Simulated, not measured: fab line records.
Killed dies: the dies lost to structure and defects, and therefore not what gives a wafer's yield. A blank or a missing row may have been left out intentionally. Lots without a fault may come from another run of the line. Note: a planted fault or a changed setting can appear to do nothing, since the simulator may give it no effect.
Problem report in the 8D (eight disciplines) form, filled by code ; flow sky130 ; the parts of the form that need people (team, actions taken, sign-off) are left out

== 1. THE PROBLEM ==
Mean POLY_GATE_CVD_00_THK at SKY_POLY_GATE_THK_MEAS_01: 147.3 nm over 6 wafers in 2 lots; fault-free wafers: 181.1 nm, standard deviation 2.1. Relative to the usual mean, that is a shift of -16 standard deviations.
Seen first at day 16 20:14 on film_metro-03, wafer L298.3. Wafers with a number at this step in the record: 30, from 10 lots. Rule for "out", or "out of limits": more than 4 standard deviations from the usual mean. Any other wafer with a number is counted as sound.

== 2. WHAT IT IS, WHAT IT ISN'T ==
question;is;is not
which readings at this step;POLY_GATE_CVD_00_THK;-
which lots;L298, L299;L291, L293, L296, L308, L309, L310, L312, L313
which wafers of those lots;all that have a number;-
read on which gauges;film_metro-03;film_metro-02, film_metro-04
when;from day 16 20:14;"up to then (9 sound wafers); but 15 sound wafers of L308, L309, L310, L312, L313 came after"

== 3. SUSPECTS, AND WHAT RULES EACH OUT ==
Counting: a tool at a process step up to the reading stays a suspect if it ran every lot that is out and no sound lot after the first of them.
- ruled out: the gauge at SKY_POLY_GATE_THK_MEAS_01. All the wafers that are out were read on film_metro-03, but those of them that SKY_POLY_GATE_CVD_00 has rows for are out there too, on other tools.
- lpcvd-01 at SKY_POLY_GATE_CVD_00 (deposits poly-Si, target thk 180 nm, time 720 s): ruled out as a lasting fault. The sound lots L308, L309, L310, L312, L313 went through it after L298, its earliest lot that is out (day 16 19:01).
Left after counting: nothing in the record.

== 4. THE CAUSE (what the simulator had put in) ==
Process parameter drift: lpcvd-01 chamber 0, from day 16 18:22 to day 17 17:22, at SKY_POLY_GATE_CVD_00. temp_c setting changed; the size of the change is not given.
It was ruled out by counting, in error; the rule expects a fault to strike all lots run on its tool from its start on, and this fault did not.

== 5. SEQUENCE OF EFFECTS, ordered by route ==
Rows list readings where the struck wafers' mean (over those with a number) sits beyond 3 standard deviations from the usual. Only readings whose record carries a usual standard deviation are examined. hours: median over the lots of the time between each lot's start at the first step of this table that gives one and its start at this step. sigmas: the change, counted in usual standard deviations.
hours;step;reading;usual;on struck wafers;change;sigmas
0;SKY_POLY_GATE_CVD_00;spike_tc_centre_C;619.4 C;611.6;-7.8;-7.1
0;SKY_POLY_GATE_CVD_00;spike_tc_lower_C;620.4 C;612.5;-7.9;-7.9
0;SKY_POLY_GATE_CVD_00;spike_tc_upper_C;618.7 C;610.0;-8.8;-7.3
1;SKY_POLY_GATE_THK_MEAS_01;POLY_GATE_CVD_00_THK;181.1 nm;147.3;-33.8;-16
63;SKY_POLY_GATE_ETCH_17;oes_product_au;0.988 a.u.;0.863;-0.125;-16
It contains these process steps:
- SKY_POLY_GATE_CVD_00: deposits poly-Si, target thk 180 nm, time 720 s.
- SKY_POLY_GATE_ETCH_17: etches poly-Si in HBr/Cl2, stops on SiO2, target depth 180 nm, time 70.5 s.

== 6. WHAT WOULD HAVE CAUGHT IT SOONER ==
The first out-of-limits reading at a measuring or inspecting step in this record came at day 16 20:14, 2 hours after the fault's start at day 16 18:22.
At SKY_POLY_GATE_CVD_00, the tool's own readings (spike_tc_centre_C, spike_tc_lower_C, spike_tc_upper_C) were out on each struck wafer the step has a row for, so an alarm limit on them would have fired on the first such wafer.
